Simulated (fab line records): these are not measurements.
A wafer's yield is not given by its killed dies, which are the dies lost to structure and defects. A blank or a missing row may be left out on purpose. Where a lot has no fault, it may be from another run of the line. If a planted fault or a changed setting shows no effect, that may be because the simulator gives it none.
Chamber matching + flow sfq line + rie diel-04 running SFQ_TRILAYER_I6_VIA_ETCH_VIA_ETCH_172: 4 sister chambers
The step etches SiO2 in CHF3, stops on Nb, target depth 260 nm. 16 wafers are shown with their chamber, then 7 later ones without.

== EACH WAFER AND ITS CHAMBER ==
| wafer  | chamber | drypump motor current A (A) | oes product au (a.u.) |
|--------|---------|-----------------------------|-----------------------|
| L588.2 | 0       | 4.9                         | 0.859                 |
| L588.3 | 1       | 5.6                         | 0.856                 |
| L588.6 | 0       | 5.0                         | 0.846                 |
| L589.1 | 3       | 6.3                         | 0.854                 |
| L589.4 | 2       | 4.9                         | 0.855                 |
| L589.6 | 1       | 5.6                         | 0.854                 |
| L591.2 | 1       | 5.6                         | 0.852                 |
| L591.4 | 2       | 4.9                         | 0.858                 |
| L591.5 | 0       | 5.0                         | 0.861                 |
| L594.2 | 3       | 6.3                         | 0.850                 |
| L594.4 | 1       | 5.6                         | 0.852                 |
| L594.6 | 2       | 4.9                         | 0.857                 |
| L596.2 | 1       | 5.6                         | 0.852                 |
| L596.4 | 2       | 4.9                         | 0.851                 |
| L596.5 | 2       | 4.9                         | 0.854                 |
| L598.1 | 0       | 5.0                         | 0.858                 |

SIGNATURES, as means of the wafers listed above
| reading                 | chamber 0 | chamber 1 | chamber 2 | chamber 3 | scatter within a chamber |
|-------------------------|-----------|-----------|-----------|-----------|--------------------------|
| drypump motor current A | 4.975     | 5.600     | 4.900     | 6.300     | 0.025                    |
| oes product au          | 0.85600   | 0.85320   | 0.85500   | 0.85200   | 0.00397                  |
Rule: a wafer's distance from a chamber is the root of the sum, over the readings, of the square of ((its reading less the chamber's mean) divided by the reading's scatter). If the next closest chamber is less than 2 further off than the closest, the wafer can't be placed; otherwise it belongs to the closest. The scatter is the square root of a quotient: the sum, over the shown wafers, of each reading's squared deviation from its chamber's mean, divided by wafers minus chambers.

== WAFERS WITH NO CHAMBER GIVEN ==
| wafer  | drypump motor current A (A) | oes product au (a.u.) |
|--------|-----------------------------|-----------------------|
| L598.2 | 6.3                         | 0.848                 |
| L598.4 | 5.6                         | 0.845                 |
| L599.4 | 5.6                         | 0.850                 |
| L599.5 | 5.6                         | 0.858                 |
| L599.6 | 5.0                         | 0.854                 |
| L609.2 | 4.9                         | 0.849                 |
| L609.4 | 5.6                         | 0.849                 |

== EACH ONE'S CHAMBER ==
| wafer  | from the rows above     | in truth |
|--------|-------------------------|----------|
| L598.2 | 3                       | 3        |
| L598.4 | 1                       | 1        |
| L599.4 | 1                       | 1        |
| L599.5 | 1                       | 1        |
| L599.6 | 0                       | 0        |
| L609.2 | can't be placed: 2 or 0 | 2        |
| L609.4 | 1                       | 1        |
Correctly placed: 6 of 7. Not placeable from these rows: 1 (in 1, the candidates include the true chamber). Wrongly placed: 0.
